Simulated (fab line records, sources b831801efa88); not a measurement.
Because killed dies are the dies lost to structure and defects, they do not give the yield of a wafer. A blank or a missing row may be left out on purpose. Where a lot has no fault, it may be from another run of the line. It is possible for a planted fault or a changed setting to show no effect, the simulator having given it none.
Code-filled problem report in 8D (eight disciplines) form / flow sky130 / the parts of the form that need people (team, actions taken, sign-off) are left out

1. WHAT WENT WRONG
CAPM_TIN_RS at SKY_CAPM_RS_MEAS_03 reads a mean of 5.31 ohm/sq on 2 wafers of 2 lots; wafers without a fault read 6.66 ohm/sq with a standard deviation of 0.077. Measured from the usual mean, that is -17 standard deviations.
The step: measures by four-point-probe.
First seen on wafer L765.1, day 39 07:05, on film-metro-03. Wafers with a number at this step in the record: 18, from 6 lots. The rule behind "out" and "out of limits": a value lying over 4 standard deviations away from the usual mean. The rest of the wafers with a number are treated as sound.

2. WHAT IT IS, WHAT IT ISN'T
question=which readings at this step | is=CAPM_TIN_RS | is not=-
question=which lots | is=L765, L769 | is not=L756, L763, L773, L776
question=which wafers of those lots | is=L765.1, L769.1 | is not=L765.2, L765.3, L769.4, L769.6
question=read on which gauges | is=film-metro-01, film-metro-03 | is not=film-metro-02
question=when | is=from day 39 07:05 | is not=up to then (8 sound wafers); but 8 sound wafers of L769, L773, L776 came after

3. SUSPECTS, AND WHAT RULES EACH OUT
Counting: if a tool at a process step up to the reading ran every lot that is out, it stays a suspect. Sound lots after the first of them don't rule it out here, since some wafers of a struck lot are sound.
- ruled out: the gauge at SKY_CAPM_RS_MEAS_03. The wafers that are out were read on 2 gauges (film-metro-01, film-metro-03).
- cvd-w-01 at SKY_VIA2_CVD_21 (deposits W, target thk 420 nm, time 126.4 s): kept. Ran every lot that is out, first one L765 (day 39 03:41); last sound lot up to then L763 (day 38 17:58).
- pvd-sputter-03 at SKY_CAPM_SPUTTER_02 (material TiN, target thk 200 nm, time 166.7 s): kept. Ran every lot that is out, first one L765 (day 39 06:59); last sound lot up to then L756 (day 36 07:19).
The count leaves pvd-sputter-03 at SKY_CAPM_SPUTTER_02 and cvd-w-01 at SKY_VIA2_CVD_21.

4. THE CAUSE (what the simulator had put in)
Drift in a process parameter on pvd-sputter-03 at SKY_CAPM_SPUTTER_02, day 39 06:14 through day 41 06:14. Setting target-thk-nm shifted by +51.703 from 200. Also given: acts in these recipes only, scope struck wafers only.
Counting leaves 2 suspects; this tool is one of them.

5. SEQUENCE OF EFFECTS, ordered by route
Rows list readings where the struck wafers' mean (over those with a number) sits beyond 3 standard deviations from the usual. Only readings for which the record gives a usual standard deviation are gone through. hours: the time from each lot's start at the first step in this table that gives one to its start at this step, as a median over the lots. sigmas: the change in usual standard deviations.
hours=0; step=SKY_CAPM_RS_MEAS_03; reading=CAPM_TIN_RS; usual=6.66 ohm/sq; on struck wafers=5.31; change=-1.35; sigmas=-17
hours=0; step=SKY_CAPM_THK_MEAS_04; reading=CAPM_TIN_THK; usual=205.2 nm; on struck wafers=256.6; change=+51.4; sigmas=+23
hours=24; step=SKY_CAPM_METAL_ETCH_13; reading=oes-product-au; usual=0.963 a.u.; on struck wafers=1.005; change=+0.042; sigmas=+5.4
hours=24; step=SKY_CAPM_METAL_ETCH_13; reading=throttle-valve-pct; usual=21.890 %; on struck wafers=21.860; change=-0.030; sigmas=-3.4
hours=208; step=SKY_PAD_OPEN_PROBE_99; reading=defect-limited-yield; usual=82.4 %; on struck wafers=0.0; change=-82.4; sigmas=-46
hours=208; step=SKY_PAD_OPEN_PROBE_99; reading=killed-at-other; usual=0.2; on struck wafers=406.0; change=+405.8; sigmas=+99 or more
hours=208; step=SKY_PAD_OPEN_PROBE_99; reading=killed-dies; usual=87; on struck wafers=492; change=+405; sigmas=+47
hours=208; step=SKY_PAD_OPEN_PROBE_99; reading=killed-on-rim; usual=17; on struck wafers=96; change=+79; sigmas=+20
hours=208; step=SKY_PAD_OPEN_PROBE_99; reading=sort_bin_3_pad_short; usual=0.9 %; on struck wafers=83.6; change=+82.7; sigmas=+99 or more
hours=208; step=SKY_PAD_OPEN_PROBE_99; reading=sort-n-pass; usual=405; on struck wafers=0; change=-405; sigmas=-47
hours=208; step=SKY_PAD_OPEN_PROBE_99; reading=sort-yield-pct; usual=82.4 %; on struck wafers=0.0; change=-82.4; sigmas=-46
The process steps in it:
- SKY_CAPM_METAL_ETCH_13: etches TiN in Cl2/BCl3, stops on SiO2, target depth 220 nm, time 62.9 s.
- SKY_PAD_OPEN_PROBE_99
At these later measuring or inspecting steps, every struck wafer for which the step has a row has a number for every such reading, and none has moved that far: SKY_CAPM_OVL_MEAS_12.

6. HOW IT WOULD HAVE BEEN CAUGHT EARLIER
In this record the first reading out of limits at a measuring or inspecting step was taken at day 39 07:05, 1 hour after the fault began at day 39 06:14.
An alarm limit of 4 standard deviations would not have fired on the tool readings at SKY_CAPM_SPUTTER_02 for which the record gives a usual standard deviation, since none of them was out on any struck wafer.
Of the lots that are out (2), L769 began SKY_CAPM_SPUTTER_02 on pvd-sputter-03 after day 39 07:05. It would have been spared by a hold on the tool at that moment.
